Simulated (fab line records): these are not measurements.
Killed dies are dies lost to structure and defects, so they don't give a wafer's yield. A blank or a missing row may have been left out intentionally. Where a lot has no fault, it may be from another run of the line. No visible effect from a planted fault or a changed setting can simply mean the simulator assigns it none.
Which tool was responsible? ; flow gf180mcu ; 12 lots with 36 wafers sampled at 4 steps, on a route of 602 steps

## WHAT THE GAUGES SHOWED, per wafer
GF_MIM_RS_MEAS_10: a four-point-probe measurement. Usual: MIM_ALCU_RS typically reads 0.1606 ohm/sq, with standard deviation 0.0013.
lot;measured;on;MIM_ALCU_RS (ohm/sq);flag
L755;day 24 09:58;film metro-02;0.1596 0.1591 0.1620;
L757;day 25 05:46;film metro-03;0.1597 0.1619 0.1606;
L760;day 26 19:22;film metro-01;0.1605 0.1605 0.1604;
L761;day 26 20:23;film metro-03;0.1633 0.1608 0.1630;
L762;day 27 00:22;film metro-02;0.1603 0.1596 0.1624;
L763;day 27 15:49;film metro-02;0.1603 0.1592 0.1593;
L766;day 28 07:09;film metro-02;0.1590 0.1592 0.1590;
L768;day 28 23:45;film metro-02;0.1608 0.1613 0.1626;
L769;day 29 01:16;film metro-03;0.1579 0.1586 0.1586;
L776;day 30 22:49;film metro-01;0.1585 0.1590 0.1599;
L777;day 31 05:04;film metro-01;0.1616 0.1615 0.1614;
L778;day 31 19:54;film metro-01;0.1593 0.1587 0.1599;

## EACH LOT AND THE TOOL THAT RAN IT (in order: tool; ch and the chambers of the sampled wafers; start)
lot;GF_V4_ETCH_16;GF_V4_ETCH_17;GF_MIM_SPUTTER_03
L755;rie diel-04 ch 2,3, day 24 08:08;rie diel-04 ch 2,3, day 24 09:42 or earlier;pvd sputter-03, day 24 09:42
L757;rie diel-04 ch 0,1, day 25 03:50;rie diel-04 ch 0,1, day 25 05:28 or earlier;pvd sputter-04, day 25 05:28
L760;rie diel-03 ch 0,1,3, day 26 17:35;rie diel-03 ch 0,1,3, day 26 19:07 or earlier;pvd sputter-03, day 26 19:07
L761;rie diel-04 ch 0,1,3, day 26 18:34;rie diel-04 ch 0,1,3, day 26 20:07 or earlier;pvd sputter-03, day 26 20:07
L762;rie diel-03 ch 0,1, day 26 22:32;rie diel-03 ch 0,1, day 27 00:05 or earlier;pvd sputter-04, day 27 00:05
L763;rie diel-04 ch 2,3, day 27 13:58;rie diel-04 ch 2,3, day 27 15:32 or earlier;pvd sputter-03, day 27 15:32
L766;rie diel-03 ch 0,2,3, day 28 05:23;rie diel-03 ch 0,2,3, day 28 06:53 or earlier;pvd sputter-03, day 28 06:53
L768;rie diel-02 ch 1,2,3, day 28 21:56;rie diel-02 ch 1,2,3, day 28 23:28 or earlier;pvd sputter-04, day 28 23:28
L769;rie diel-03 ch 1,2,3, day 28 23:29;rie diel-03 ch 1,2,3, day 29 01:01 or earlier;pvd sputter-04, day 29 01:01
L776;rie diel-04 ch 1,2, day 30 20:58;rie diel-04 ch 1,2, day 30 22:34 or earlier;pvd sputter-04, day 30 22:34
L777;rie diel-04 ch 1,2, day 31 03:05;rie diel-04 ch 1,2, day 31 04:47 or earlier;pvd sputter-02, day 31 04:47
L778;rie diel-03 ch 0,2,3, day 31 18:05;rie diel-03 ch 0,2,3, day 31 19:37 or earlier;pvd sputter-02, day 31 19:37
- GF_V4_ETCH_16: etches BARC in N2/H2.
- GF_V4_ETCH_17: etches SiO2 in C4F8/O2/Ar, stops on TiN, target depth 630 nm.
- GF_MIM_SPUTTER_03: material Ti, target thk 10 nm, time 6.7 s.

## WHAT THE TOOLS THEMSELVES READ (means of the sampled wafers that have a number; where no wafer has one, the mark that the record gives instead)
GF_V4_ETCH_16. Usual: drypump motor current A 5.5 A, standard deviation 0.43; oes product au 0.854 a.u., standard deviation 0.0048; throttle valve pct 13.225 %, standard deviation 0.0093.
lot;tool;drypump motor current A (A);oes product au (a.u.);throttle valve pct (%);flag
L755;rie diel-04;4.9;0.856;13.227;
L757;rie diel-04;6.0;0.852;13.223;
L760;rie diel-03;5.6;0.859;13.233;
L761;rie diel-04;5.5;0.859;13.217;
L762;rie diel-03;5.6;0.855;13.224;
L763;rie diel-04;4.8;0.858;13.222;
L766;rie diel-03;5.5;0.856;13.225;
L768;rie diel-02;5.3;0.852;13.227;
L769;rie diel-03;5.7;0.851;13.222;
L776;rie diel-04;5.3;0.851;13.219;
L777;rie diel-04;5.1;0.852;13.226;
L778;rie diel-03;5.5;0.852;13.224;

GF_V4_ETCH_17. Usual: oes product au at 0.856 a.u., with a standard deviation of 0.0044.
lot;tool;oes product au (a.u.);flag
L755;rie diel-04;0.852;
L757;rie diel-04;0.855;
L760;rie diel-03;0.857;
L761;rie diel-04;0.857;
L762;rie diel-03;0.860;
L763;rie diel-04;0.857;
L766;rie diel-03;0.860;
L768;rie diel-02;0.858;
L769;rie diel-03;0.852;
L776;rie diel-04;0.855;
L777;rie diel-04;0.855;
L778;rie diel-03;0.856;

GF_MIM_SPUTTER_03. Usual: cathode dc power W 3000.0 W, standard deviation 0.54; chamber pressure pa 0.3000 Pa, standard deviation 0.00061; throttle valve pct 29.5 %, standard deviation 1.1.
lot;tool;cathode dc power W (W);chamber pressure pa (Pa);throttle valve pct (%);flag
L755;pvd sputter-03;3000.1;0.3005;29.5;
L757;pvd sputter-04;2999.7;0.3000;29.8;
L760;pvd sputter-03;2999.5;0.3000;29.1;
L761;pvd sputter-03;2999.4;0.2998;29.2;
L762;pvd sputter-04;3000.3;0.2997;30.1;
L763;pvd sputter-03;3000.3;0.2997;28.9;
L766;pvd sputter-03;2999.7;0.2998;28.2;
L768;pvd sputter-04;-;-;-;OFF
L769;pvd sputter-04;-;-;-;OFF
L776;pvd sputter-04;2999.8;0.3001;29.6;
L777;pvd sputter-02;3000.4;0.2998;28.7;
L778;pvd sputter-02;3000.8;0.3000;29.4;

## THE ANSWER, worked out from the rows above alone
Rule: a lot is off if the mean of its wafers that have a number lies more than 3 standard deviations from the usual mean. A lot without any number at a reading at which 4 lots or more have one is off too. All remaining lots with rows at the step are treated as sound. First the gauges in route order, then the tools' own readings, where a lot's mean is used as printed above. The first step at which some lot is off is used, and at that step the reading that is off furthest; a lot without a number counts as furthest.
Off, at GF_MIM_SPUTTER_03 on cathode dc power W: L768, L769. Without a number there: L768, L769.
If a tool, at that step or one of the process steps before it, ran each lot that is off and ran no sound lot following the first of them, it fits. With no start given for some of its lots, GF_V4_ETCH_17 uses the hours and lot order of GF_MIM_SPUTTER_03. No candidate that was tried fits.

## WHAT THE SIMULATOR HAD INSERTED
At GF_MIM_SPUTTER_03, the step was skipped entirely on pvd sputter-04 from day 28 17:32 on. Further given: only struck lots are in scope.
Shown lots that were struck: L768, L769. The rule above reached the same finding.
